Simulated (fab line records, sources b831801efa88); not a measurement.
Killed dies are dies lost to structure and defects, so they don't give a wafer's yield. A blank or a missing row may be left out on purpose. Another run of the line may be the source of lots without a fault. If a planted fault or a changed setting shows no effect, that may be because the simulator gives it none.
The tool behind it: which one? || flow sky130 || 6 lots (18 wafers sampled), 1 step of a 708-step route

## WHAT THE GAUGES SHOWED, per wafer
SKY_LDD_LDN_OVL_MEAS_07.
{"lot": "L563", "measured": "day 23 13:40", "on": "overlay-02", "LDD_LDN_OVL (nm)": "-1.6 -2.3 -0.7"}
{"lot": "L568", "measured": "day 25 00:09", "on": "overlay-02", "LDD_LDN_OVL (nm)": "-0.5 0.2 -1.0"}
{"lot": "L574", "measured": "day 27 14:48", "on": "overlay-02", "LDD_LDN_OVL (nm)": "2.6 2.5 2.1"}
{"lot": "L579", "measured": "day 28 18:58", "on": "overlay-01", "LDD_LDN_OVL (nm)": "0.1 0.2 1.0"}
{"lot": "L583", "measured": "day 30 03:28", "on": "overlay-01", "LDD_LDN_OVL (nm)": "-1.1 0.8 -1.2"}
{"lot": "L585", "measured": "day 30 22:16", "on": "overlay-02", "LDD_LDN_OVL (nm)": "-3.7 -1.9 0.0"}

## WHICH TOOL RAN EACH LOT (tool, then ch and the chambers of the sampled wafers, then the start)
No process step before these readings appears in the record.

## THE ANSWER, worked out from the rows above alone
Rule: the lots themselves supply what counts as usual. The widest of any qualifying gaps counts: lots, ordered by their means at a reading, are off when they make up no more than a third of the lots, leave a main group of 4 or more, and stand apart from it by 3 or more times the standard deviation of that group's means. A main group is skipped when, at the precision printed for the reading in the tables above, its means are all equal. Also off: a lot with no number at a reading for which 4 or more lots have one. All remaining lots with rows at the step are treated as sound.
None of the lots is off at any reading shown; this tells nothing.

## WHAT THE SIMULATOR HAD PUT IN
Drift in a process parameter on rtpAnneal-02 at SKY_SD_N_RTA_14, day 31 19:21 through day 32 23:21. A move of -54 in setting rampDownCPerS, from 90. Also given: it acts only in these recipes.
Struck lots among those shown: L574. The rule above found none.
